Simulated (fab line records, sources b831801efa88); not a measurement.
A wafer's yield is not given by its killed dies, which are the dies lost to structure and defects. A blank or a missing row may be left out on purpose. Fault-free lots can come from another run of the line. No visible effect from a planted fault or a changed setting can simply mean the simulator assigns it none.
Problem report in the 8D (eight disciplines) form, filled by code    flow gf180mcu    the parts of the form that need people (team, actions taken, sign-off) are left out

== 1. PROBLEM STATEMENT ==
rf-fwd-power-W at GF_TOP_METAL_METAL_ETCH_16 reads a mean of 923.5 W on 2 wafers of 2 lots; wafers without a fault read 797.6 W with a standard deviation of 2.2. Relative to the usual mean, that is a shift of +57 standard deviations.
The step: etches the open film in Cl2/BCl3, stops on SiO2, target depth 1197 nm, time 199.5 s.
First seen on wafer L763.3, day 32 04:35, on rie-metal-02. At this step, 36 wafers from 12 lots have a number in the record. The rule behind "out" and "out of limits": a value lying over 4 standard deviations away from the usual mean. Any other wafer with a number is counted as sound.

== 2. WHAT IT IS, AND WHAT IT ISN'T ==
question                     is                 is not
which readings at this step  rf-fwd-power-W     drypump-motor-current-A, oes-product-au, throttle-valve-pct
which lots                   L763, L767         L750, L752, L753, L755, L757, L758, L760, L762, L771, L772
which wafers of those lots   L763.3, L767.3     L763.2, L763.4, L767.4, L767.5
read on which tools          rie-metal-02       rie-metal-03, rie-metal-04
when                         from day 32 04:35  up to then (26 sound wafers); but 8 sound wafers of L767, L771, L772 came after

== 3. THE SUSPECTS, EACH WITH WHAT RULES IT OUT ==
Counting: a tool at a process step up to the reading stays a suspect if it ran every lot that is out. Sound lots after the first of them don't rule it out here, since some wafers of a struck lot are sound.
- rie-metal-02 at GF_TOP_METAL_METAL_ETCH_16 (etches the open film in Cl2/BCl3, stops on SiO2, target depth 1197 nm, time 199.5 s): kept. It ran every lot that is out, first L763 (day 32 04:35); its last sound lot up to then is L762 (day 31 20:20). Its own rf-fwd-power-W readings are out on those wafers.
- Within rie-metal-02 at GF_TOP_METAL_METAL_ETCH_16, the wafers that are out were processed in chamber 1 and their sound lot-mates in chamber 0.
The count leaves rie-metal-02 at GF_TOP_METAL_METAL_ETCH_16.

== 4. THE CAUSE (what the simulator had put in) ==
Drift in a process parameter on rie-metal-02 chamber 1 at GF_TOP_METAL_METAL_ETCH_16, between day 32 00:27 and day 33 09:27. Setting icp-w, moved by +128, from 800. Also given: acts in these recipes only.
After counting, this tool was the only one left.

== 5. THE EFFECT CHAIN, in route order ==
One row per reading whose mean, taken over the struck wafers that have a number, lies over 3 standard deviations from the usual. Only readings whose record carries a usual standard deviation are examined. hours: median over the lots of the time between each lot's start at the first step of this table that gives one and its start at this step. sigmas: the change, counted in usual standard deviations.
hours  step                        reading                   usual    on struck wafers  change  sigmas
0      GF_TOP_METAL_METAL_ETCH_16  rf-fwd-power-W            797.6 W  923.5             +125.9  +57
0      GF_TOP_METAL_STRIP_17       strip-time-to-endpoint-s  12.91 s  12.09             -0.82   -9.5
The process steps in it:
- GF_TOP_METAL_METAL_ETCH_16: etches the open film in Cl2/BCl3, stops on SiO2, target depth 1197 nm, time 199.5 s.
- GF_TOP_METAL_STRIP_17: strips in O2/N2.

== 6. WHAT WOULD HAVE CAUGHT IT SOONER ==
The fault began at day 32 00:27; the first out-of-limits reading in this record came at day 32 04:35, 4 hours later.
